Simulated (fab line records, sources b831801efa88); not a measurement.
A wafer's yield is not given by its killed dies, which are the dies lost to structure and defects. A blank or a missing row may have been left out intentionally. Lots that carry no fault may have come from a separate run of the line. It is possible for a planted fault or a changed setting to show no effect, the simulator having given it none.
Struck lot and sound lot, side by side || flow sky130 || 26 out of 708 route steps
Sound: wafers L240.2, L240.3, L240.4. The struck wafers were L230.1, L230.4, L230.5. The cause is named last.
Each step with rows lists, per side, the tool, then ch with its chambers, then its first start. Under that, the readings that differ: sound wafers || struck wafers || difference of the means || sigmas: that difference in standard deviations of wafers without a fault.
alike: readings with means less than 2 such deviations apart, plus words and numbers identical on both sides. not compared: withheld readings, readings lacking a value on some wafer, bounds such as >300 that could conceal the same value, and numbers that have no deviation in the record and whose values overlap.
A row with sigmas, a row that says differs or no value, or rows on one side alone: a step with any of these is where the two part. Non-overlapping numbers with no deviation appear without sigmas and do not part them. A reading missing from all wafers of one side parts the sides only when that side holds two or more wafers.

SKY_PWDE_TW_MEAS_10:
  sound on film_metro-03 at day 7 16:00; struck on film_metro-02 at day 5 06:31
  alike: PWDE_TW
then, 7 steps without rows for these wafers: SKY_NWELL_DEHYDRATE_03 (time 60 s); SKY_NWELL_HMDS_04 (prime time 60 s); SKY_NWELL_COAT_05 (resist thk 3000 nm); SKY_NWELL_SOFTBAKE_06; SKY_NWELL_EXPOSE_07 (exposes mask NWM, target cd 840 nm); SKY_NWELL_PEB_08; SKY_NWELL_DEVELOP_09 (develop time 60 s).
SKY_NWELL_OVL_MEAS_10:
  sound on overlay-01 at day 8 13:50; struck on overlay-01 at day 6 01:27
  alike: NWELL_00_OVL
then, 3 steps without rows for these wafers: SKY_NWELL_IMPLANT_11; SKY_NWELL_IMPLANT_12; SKY_NWELL_IMPLANT_13.
SKY_NWELL_STRIP_14: strips in O2/N2.
  sound on plasma_asher-02 ch 0,1, day 8 14:19; struck on plasma_asher-04 ch 0, day 6 01:56
  no value came back on the struck wafers for chamber_pressure_mTorr (mTorr), drypump_motor_current_A (A), oes_product_au (a.u.), strip_time_to_endpoint_s (s); on the sound wafers chamber_pressure_mTorr (mTorr) reads 1500.1 1501.1 1500.5
{"reading": "model.coat_of_NWELL_COAT_05.thk_nm (nm)", "sound": "0 0 0", "struck": "2994 3001 2991", "difference": "+2995", "sigmas": ""}
  not compared: rf_hours_counter_h
SKY_NWELL_TW_MEAS_15:
  sound on film_metro-02 at day 8 14:26; struck on film_metro-02 at day 6 02:02
  alike: NWELL_TW
then, 7 steps without rows for these wafers: SKY_NWELL_DEHYDRATE_16 (time 60 s); SKY_NWELL_HMDS_17 (prime time 60 s); SKY_NWELL_COAT_18 (resist thk 3000 nm); SKY_NWELL_SOFTBAKE_19; SKY_NWELL_EXPOSE_20 (exposes mask NWM COMPLEMENT, target cd 840 nm); SKY_NWELL_PEB_21; SKY_NWELL_DEVELOP_22 (develop time 60 s).
SKY_NWELL_OVL_MEAS_23:
  sound on overlay-02 at day 9 11:37; struck on overlay-02 at day 6 22:37
  alike: NWELL_01_OVL
following that, these wafers have no rows for 1 step: SKY_NWELL_IMPLANT_24.
SKY_NWELL_STRIP_25: strips in O2/N2.
  sound on plasma_asher-03 ch 0,1, day 9 11:47; struck on plasma_asher-02 ch 0,1, day 6 22:47
{"reading": "oes_product_au (a.u.)", "sound": "0.714 0.722 0.728", "struck": "0.744 0.741 0.738", "difference": "+0.020", "sigmas": "+4"}
{"reading": "strip_time_to_endpoint_s (s)", "sound": "36.99 37.09 36.98", "struck": "81.24 81.32 81.22", "difference": "+44.24", "sigmas": "+99 or more"}
  alike: chamber_pressure_mTorr, drypump_motor_current_A
  not compared: rf_hours_counter_h
SKY_NWELL_TW_MEAS_26:
  sound on film_metro-04 at day 9 11:54; struck on film_metro-03 at day 6 22:53
{"reading": "NWELL_2_TW", "sound": "498.9 499.6 501.2", "struck": "30.1 30.2 30.1", "difference": -469.8, "sigmas": "-99 or more"}
then, 1 step without rows for these wafers: SKY_NWELL_CLEAN_27 (cleans in SC1/SC2, time 150 s).

== WHERE THEY PART ==
At SKY_NWELL_STRIP_14 first; at SKY_NWELL_TW_MEAS_26 last (within this record only).

WHY: whatever the simulator had introduced
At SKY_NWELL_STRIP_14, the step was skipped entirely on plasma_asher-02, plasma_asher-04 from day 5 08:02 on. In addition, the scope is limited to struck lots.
